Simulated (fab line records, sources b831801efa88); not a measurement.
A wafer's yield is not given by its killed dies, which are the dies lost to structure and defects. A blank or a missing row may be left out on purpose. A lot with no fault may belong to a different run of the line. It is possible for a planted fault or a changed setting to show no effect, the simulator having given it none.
Which tool was responsible? :: flow gf180mcu :: 36 wafers from 12 lots sampled at 5 of the route's 602 steps

WHAT THE GAUGES READ, wafer by wafer
GF_STI_THK_MEAS_24.
lot: L625
measured: day 2 14:26
on: filmMetro-02
STI_CVD_23_THK (nm): 656 649 655

lot: L627
measured: day 3 00:35
on: filmMetro-01
STI_CVD_23_THK (nm): 664 657 649

lot: L628
measured: day 3 06:13
on: filmMetro-02
STI_CVD_23_THK (nm): 661 659 649

lot: L629
measured: day 3 11:44
on: filmMetro-01
STI_CVD_23_THK (nm): 661 662 654

lot: L630
measured: day 3 15:50
on: filmMetro-04
STI_CVD_23_THK (nm): 634 651 652

lot: L631
measured: day 3 21:01
on: filmMetro-04
STI_CVD_23_THK (nm): 652 644 651

lot: L632
measured: day 4 02:09
on: filmMetro-01
STI_CVD_23_THK (nm): 649 650 662

lot: L639
measured: day 5 13:14
on: filmMetro-04
STI_CVD_23_THK (nm): 652 648 643

lot: L640
measured: day 5 19:56
on: filmMetro-04
STI_CVD_23_THK (nm): 664 664 654

lot: L643
measured: day 6 11:22
on: filmMetro-01
STI_CVD_23_THK (nm): 647 650 649

lot: L644
measured: day 6 16:11
on: filmMetro-01
STI_CVD_23_THK (nm): 653 653 650

lot: L646
measured: day 7 02:49
on: filmMetro-04
STI_CVD_23_THK (nm): 657 654 657

GF_HV_LDD_CD_MEAS_07: the cd target is 400 nm.
lot: L625
measured: day 10 12:02
on: cdSem-02
cdNm (nm): 395.0 397.1 399.5

lot: L627
measured: day 11 03:44
on: cdSem-02
cdNm (nm): 403.8 402.7 400.9

lot: L628
measured: day 11 13:22
on: cdSem-02
cdNm (nm): 397.0 396.5 397.1

lot: L629
measured: day 11 20:47
on: cdSem-02
cdNm (nm): 402.7 402.0 401.5

lot: L630
measured: day 12 00:29
on: cdSem-02
cdNm (nm): 401.9

lot: L631
measured: day 12 09:02
on: cdSem-01
cdNm (nm): 399.4 401.5

lot: L632
measured: day 12 16:16
on: cdSem-01
cdNm (nm): 397.5 398.1 397.1

lot: L639
measured: day 14 18:07
on: cdSem-01
cdNm (nm): 399.8 400.8 399.9

lot: L640
measured: day 15 02:19
on: cdSem-02
cdNm (nm): 403.7 400.5 404.1

lot: L643
measured: day 16 14:43
on: cdSem-01
cdNm (nm): 400.4 401.1 401.1

lot: L644
measured: day 16 14:25
on: cdSem-01
cdNm (nm): 396.3 398.9 399.1

lot: L646
measured: day 17 00:10
on: cdSem-01
cdNm (nm): 402.1 403.7 400.7

TOOL THAT RAN EACH LOT (tool first, then ch and the chambers of the sampled wafers, then the start)
lot: L625
GF_STI_ETCH_14: rieSi-01 ch 1,2, day 2 11:43
GF_POLY_GATE_ETCH_13: rieSi-02 ch 1,2,3, day 9 17:19
GF_POLY_GATE_STRIP_14: plasmaAsher-02 ch 0,1, day 9 17:22

lot: L627
GF_STI_ETCH_14: rieSi-02 ch 0,2,3, day 2 22:46
GF_POLY_GATE_ETCH_13: rieSi-01 ch 0,2, day 10 07:22
GF_POLY_GATE_STRIP_14: plasmaAsher-01 ch 0,1, day 10 07:25

lot: L628
GF_STI_ETCH_14: rieSi-02 ch 0,3, day 3 03:22
GF_POLY_GATE_ETCH_13: rieSi-02 ch 0,3, day 10 17:25
GF_POLY_GATE_STRIP_14: plasmaAsher-02 ch 0,1, day 10 17:28

lot: L629
GF_STI_ETCH_14: rieSi-01 ch 0,2,3, day 3 08:25
GF_POLY_GATE_ETCH_13: rieSi-02 ch 0,1, day 11 00:16
GF_POLY_GATE_STRIP_14: plasmaAsher-02 ch 0,1, day 11 00:19

lot: L630
GF_STI_ETCH_14: rieSi-01 ch 1,2,3, day 3 14:01
GF_POLY_GATE_ETCH_13: rieSi-02 ch 2,3, day 11 04:02
GF_POLY_GATE_STRIP_14: plasmaAsher-01 ch 0,1, day 11 04:05

lot: L631
GF_STI_ETCH_14: rieSi-02 ch 0,2,3, day 3 19:04
GF_POLY_GATE_ETCH_13: rieSi-02 ch 0,1, day 11 12:01
GF_POLY_GATE_STRIP_14: plasmaAsher-02 ch 0,1, day 11 12:04

lot: L632
GF_STI_ETCH_14: rieSi-02 ch 0,1,3, day 4 00:22
GF_POLY_GATE_ETCH_13: rieSi-01 ch 0,1,3, day 11 19:28
GF_POLY_GATE_STRIP_14: plasmaAsher-01 ch 0,1, day 11 19:32

lot: L639
GF_STI_ETCH_14: rieSi-02 ch 0,1,2, day 5 11:25
GF_POLY_GATE_ETCH_13: rieSi-01 ch 0,2,3, day 13 18:58
GF_POLY_GATE_STRIP_14: plasmaAsher-04 ch 0,1, day 13 19:01

lot: L640
GF_STI_ETCH_14: rieSi-02 ch 0,1,3, day 5 17:49
GF_POLY_GATE_ETCH_13: rieSi-02 ch 1,2,3, day 14 03:31
GF_POLY_GATE_STRIP_14: plasmaAsher-02 ch 0,1, day 14 03:34

lot: L643
GF_STI_ETCH_14: rieSi-01 ch 0,1, day 6 09:01
GF_POLY_GATE_ETCH_13: rieSi-01 ch 1,2,3, day 15 01:34
GF_POLY_GATE_STRIP_14: plasmaAsher-04 ch 0,1, day 15 01:38

lot: L644
GF_STI_ETCH_14: rieSi-01 ch 0,2,3, day 6 14:22
GF_POLY_GATE_ETCH_13: rieSi-02 ch 1,2,3, day 15 10:01
GF_POLY_GATE_STRIP_14: plasmaAsher-01 ch 0,1, day 15 10:04

lot: L646
GF_STI_ETCH_14: rieSi-02 ch 1,2,3, day 7 01:01
GF_POLY_GATE_ETCH_13: rieSi-02 ch 0,2,3, day 15 22:10
GF_POLY_GATE_STRIP_14: plasmaAsher-04 ch 0,1, day 15 22:15
- GF_STI_ETCH_14: etches Si in HBr/Cl2/O2, target depth 360 nm, time 102.9 s.
- GF_POLY_GATE_ETCH_13: etches poly-Si in HBr/Cl2, stops on SiO2, target depth 198.5 nm, time 69.6 s.
- GF_POLY_GATE_STRIP_14: strips in O2/N2.

AS READ BY THE TOOLS THEMSELVES (means over the sampled wafers that have a number; for cases with no such wafer, the mark the record gives instead)
GF_STI_ETCH_14.
lot: L625
tool: rieSi-01
chamberPressureMTorr (mTorr): 15.007
drypumpMotorCurrentA (A): 6.1
oesProductAu (a.u.): 1.002
runLengthS (s): 131.6
throttleValvePct (%): 25.656

lot: L627
tool: rieSi-02
chamberPressureMTorr (mTorr): 14.988
drypumpMotorCurrentA (A): 5.4
oesProductAu (a.u.): 1.005
runLengthS (s): 131.5
throttleValvePct (%): 25.655

lot: L628
tool: rieSi-02
chamberPressureMTorr (mTorr): 15.001
drypumpMotorCurrentA (A): 5.8
oesProductAu (a.u.): 1.004
runLengthS (s): 130.8
throttleValvePct (%): 25.654

lot: L629
tool: rieSi-01
chamberPressureMTorr (mTorr): 14.997
drypumpMotorCurrentA (A): 6.2
oesProductAu (a.u.): 1.009
runLengthS (s): 131.6
throttleValvePct (%): 25.649

lot: L630
tool: rieSi-01
chamberPressureMTorr (mTorr): 15.009
drypumpMotorCurrentA (A): 6.2
oesProductAu (a.u.): 1.012
runLengthS (s): 131.7
throttleValvePct (%): 25.652

lot: L631
tool: rieSi-02
chamberPressureMTorr (mTorr): 15.006
drypumpMotorCurrentA (A): 5.4
oesProductAu (a.u.): 1.017
runLengthS (s): 131.1
throttleValvePct (%): 25.644

lot: L632
tool: rieSi-02
chamberPressureMTorr (mTorr): 15.004
drypumpMotorCurrentA (A): 5.8
oesProductAu (a.u.): 1.009
runLengthS (s): 131.1
throttleValvePct (%): 25.652

lot: L639
tool: rieSi-02
chamberPressureMTorr (mTorr): 14.992
drypumpMotorCurrentA (A): 5.4
oesProductAu (a.u.): 1.002
runLengthS (s): 131.4
throttleValvePct (%): 25.658

lot: L640
tool: rieSi-02
chamberPressureMTorr (mTorr): 15.002
drypumpMotorCurrentA (A): 5.8
oesProductAu (a.u.): 0.998
runLengthS (s): 130.7
throttleValvePct (%): 25.659

lot: L643
tool: rieSi-01
chamberPressureMTorr (mTorr): 15.001
drypumpMotorCurrentA (A): 6.0
oesProductAu (a.u.): 1.006
runLengthS (s): 131.5
throttleValvePct (%): 25.651

lot: L644
tool: rieSi-01
chamberPressureMTorr (mTorr): 14.989
drypumpMotorCurrentA (A): 6.2
oesProductAu (a.u.): 1.007
runLengthS (s): 131.5
throttleValvePct (%): 25.659

lot: L646
tool: rieSi-02
chamberPressureMTorr (mTorr): 14.992
drypumpMotorCurrentA (A): 5.7
oesProductAu (a.u.): 1.001
runLengthS (s): 131.0
throttleValvePct (%): 25.655

GF_POLY_GATE_ETCH_13.
lot: L625
tool: rieSi-02
chamberPressureMTorr (mTorr): 10.009
drypumpMotorCurrentA (A): 5.7
oesProductAu (a.u.): 0.993
runLengthS (s): 97.9
throttleValvePct (%): 33.695

lot: L627
tool: rieSi-01
chamberPressureMTorr (mTorr): 10.007
drypumpMotorCurrentA (A): 6.3
oesProductAu (a.u.): 0.989
runLengthS (s): 98.2
throttleValvePct (%): 33.686

lot: L628
tool: rieSi-02
chamberPressureMTorr (mTorr): 10.011
drypumpMotorCurrentA (A): 5.5
oesProductAu (a.u.): 0.990
runLengthS (s): 97.8
throttleValvePct (%): 33.675

lot: L629
tool: rieSi-02
chamberPressureMTorr (mTorr): 10.005
drypumpMotorCurrentA (A): 5.8
oesProductAu (a.u.): 0.979
runLengthS (s): 97.5
throttleValvePct (%): 33.689

lot: L630
tool: rieSi-02
chamberPressureMTorr (mTorr): 9.994
drypumpMotorCurrentA (A): 5.3
oesProductAu (a.u.): 1.020
runLengthS (s): 76.3
throttleValvePct (%): 33.682

lot: L631
tool: rieSi-02
chamberPressureMTorr (mTorr): 9.997
drypumpMotorCurrentA (A): 5.6
oesProductAu (a.u.): 0.983
runLengthS (s): 86.8
throttleValvePct (%): 33.684

lot: L632
tool: rieSi-01
chamberPressureMTorr (mTorr): 10.002
drypumpMotorCurrentA (A): 6.0
oesProductAu (a.u.): 0.997
runLengthS (s): 98.4
throttleValvePct (%): 33.683

lot: L639
tool: rieSi-01
chamberPressureMTorr (mTorr): 10.005
drypumpMotorCurrentA (A): 6.2
oesProductAu (a.u.): 0.991
runLengthS (s): 98.3
throttleValvePct (%): 33.686

lot: L640
tool: rieSi-02
chamberPressureMTorr (mTorr): 9.997
drypumpMotorCurrentA (A): 5.7
oesProductAu (a.u.): 1.002
runLengthS (s): 97.8
throttleValvePct (%): 33.686

lot: L643
tool: rieSi-01
chamberPressureMTorr (mTorr): 10.006
drypumpMotorCurrentA (A): 6.2
oesProductAu (a.u.): 0.992
runLengthS (s): 98.1
throttleValvePct (%): 33.690

lot: L644
tool: rieSi-02
chamberPressureMTorr (mTorr): 10.007
drypumpMotorCurrentA (A): 5.7
oesProductAu (a.u.): 0.995
runLengthS (s): 97.7
throttleValvePct (%): 33.681

lot: L646
tool: rieSi-02
chamberPressureMTorr (mTorr): 9.998
drypumpMotorCurrentA (A): 5.4
oesProductAu (a.u.): 0.992
runLengthS (s): 98.0
throttleValvePct (%): 33.684

GF_POLY_GATE_STRIP_14.
lot: L625
tool: plasmaAsher-02
chamberPressureMTorr (mTorr): 1500.8
drypumpMotorCurrentA (A): 5.7
heaterPowerW (W): 328
oesProductAu (a.u.): 0.503

lot: L627
tool: plasmaAsher-01
chamberPressureMTorr (mTorr): 1498.7
drypumpMotorCurrentA (A): 5.7
heaterPowerW (W): 339
oesProductAu (a.u.): 0.507

lot: L628
tool: plasmaAsher-02
chamberPressureMTorr (mTorr): 1500.0
drypumpMotorCurrentA (A): 5.9
heaterPowerW (W): 321
oesProductAu (a.u.): 0.508

lot: L629
tool: plasmaAsher-02
chamberPressureMTorr (mTorr): 1500.7
drypumpMotorCurrentA (A): 5.9
heaterPowerW (W): 326
oesProductAu (a.u.): 0.505

lot: L630
tool: plasmaAsher-01
chamberPressureMTorr (mTorr): 1501.2
drypumpMotorCurrentA (A): 5.7
heaterPowerW (W): 339
oesProductAu (a.u.): 0.515

lot: L631
tool: plasmaAsher-02
chamberPressureMTorr (mTorr): 1499.7
drypumpMotorCurrentA (A): 5.8
heaterPowerW (W): 324
oesProductAu (a.u.): 0.512

lot: L632
tool: plasmaAsher-01
chamberPressureMTorr (mTorr): 1499.9
drypumpMotorCurrentA (A): 5.4
heaterPowerW (W): 333
oesProductAu (a.u.): 0.502

lot: L639
tool: plasmaAsher-04
chamberPressureMTorr (mTorr): 1501.2
drypumpMotorCurrentA (A): 5.7
heaterPowerW (W): 307
oesProductAu (a.u.): 0.510

lot: L640
tool: plasmaAsher-02
chamberPressureMTorr (mTorr): 1499.4
drypumpMotorCurrentA (A): 5.9
heaterPowerW (W): 319
oesProductAu (a.u.): 0.502

lot: L643
tool: plasmaAsher-04
chamberPressureMTorr (mTorr): 1500.0
drypumpMotorCurrentA (A): 6.1
heaterPowerW (W): 317
oesProductAu (a.u.): 0.504

lot: L644
tool: plasmaAsher-01
chamberPressureMTorr (mTorr): 1499.6
drypumpMotorCurrentA (A): 5.4
heaterPowerW (W): 330
oesProductAu (a.u.): 0.507

lot: L646
tool: plasmaAsher-04
chamberPressureMTorr (mTorr): 1499.9
drypumpMotorCurrentA (A): 6.1
heaterPowerW (W): 318
oesProductAu (a.u.): 0.507

THE ANSWER, worked out from the rows above alone
Rule: the usual values come from the lots themselves. The widest of any qualifying gaps counts: lots, ordered by their means at a reading, are off when they make up no more than a third of the lots, leave a main group of 4 or more, and stand apart from it by 3 or more times the standard deviation of that group's means. Not used: any main group whose means are identical at the precision the tables above print for the reading. A lot without any number at a reading at which 4 lots or more have one is off too. The other lots that the step has rows for count as sound. The gauges are gone through in route order, then the tools' own readings, and for those a lot's mean is taken as printed above. At the first step where some lot is off, the reading lying furthest off is the one used; lots without a number count as furthest.
Off: L630, L631 (GF_POLY_GATE_ETCH_13, runLengthS). Mean 98.0 s and standard deviation 0.27 in the main group.
If a tool, at that step or one of the process steps before it, ran each lot that is off and ran no sound lot following the first of them, it fits. None of those tried fits.

WHAT HAD BEEN PUT IN BY THE SIMULATOR
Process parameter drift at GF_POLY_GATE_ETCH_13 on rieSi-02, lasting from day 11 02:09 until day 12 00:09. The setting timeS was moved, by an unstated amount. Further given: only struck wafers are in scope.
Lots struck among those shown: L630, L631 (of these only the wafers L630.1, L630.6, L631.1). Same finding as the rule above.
